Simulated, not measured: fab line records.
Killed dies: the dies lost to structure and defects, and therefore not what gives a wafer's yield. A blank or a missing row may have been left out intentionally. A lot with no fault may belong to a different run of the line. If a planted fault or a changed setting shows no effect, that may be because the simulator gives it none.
2 desks, one fault :: flow gf180mcu :: each desk has only its own numbers; what lay behind them comes last

## AT THE TOOL OWNER'S DESK: pvd-sputter-03
At GF_MIM_SPUTTER_04 (material TiN, target thk 50 nm, time 41.7 s) the tool's own readings: per lot run on this tool, the mean of the sampled wafers that have a number. The brackets show how far a lot's mean lies from the usual mean; more than 4 standard deviations puts the lot out of limits, marked OUT.
Columns: A = cathode-dc-power-W at GF_MIM_SPUTTER_04, usual 6500.0 W; B = chamber-pressure-pa at GF_MIM_SPUTTER_04, usual 0.4000 Pa; C = throttle-valve-pct at GF_MIM_SPUTTER_04, usual 30.9 %
lot: L823
first seen here: day 26 11:16
A: 6499.8
B: 0.4000
C: 31.9

lot: L829
first seen here: day 28 10:27
A: 6499.3
B: 0.3991
C: 31.0

lot: L833
first seen here: day 29 15:19
A: 6499.8
B: 0.4001
C: 30.5

lot: L835
first seen here: day 30 01:02
A: 6499.6
B: 0.3991
C: 31.6
Result from this desk: across the 4 lots, nothing is out of limits.

## AT THE METROLOGY DESK
Means of the sampled wafers that have a number, per lot and without regard to the tool the lot ran on: this is what the gauges read. The brackets show how far a lot's mean lies from the usual mean; more than 4 standard deviations puts the lot out of limits, marked OUT.
Columns: A = V4_W_RS at GF_V4_RS_MEAS_24, usual 0.326 ohm/sq; B = V4_W_THK at GF_V4_THK_MEAS_25, usual 352 nm
lot: L823
first seen here: day 26 10:38
A: 0.329
B: 350

lot: L824
first seen here: day 26 15:17
A: 0.328
B: 348

lot: L822
first seen here: day 26 19:42
A: 0.322
B: 359

lot: L829
first seen here: day 28 09:50
A: 0.325
B: 353

lot: L833
first seen here: day 29 14:42
A: 0.329
B: 348

lot: L835
first seen here: day 30 00:23
A: 0.326
B: 353
Result from this desk: across the 6 lots, nothing is out of limits.

## PUT TOGETHER
The tool owner's desk saw nothing out of limits.
Metrology desk: nothing out of limits seen.

## WHAT THE SIMULATOR HAD INSERTED
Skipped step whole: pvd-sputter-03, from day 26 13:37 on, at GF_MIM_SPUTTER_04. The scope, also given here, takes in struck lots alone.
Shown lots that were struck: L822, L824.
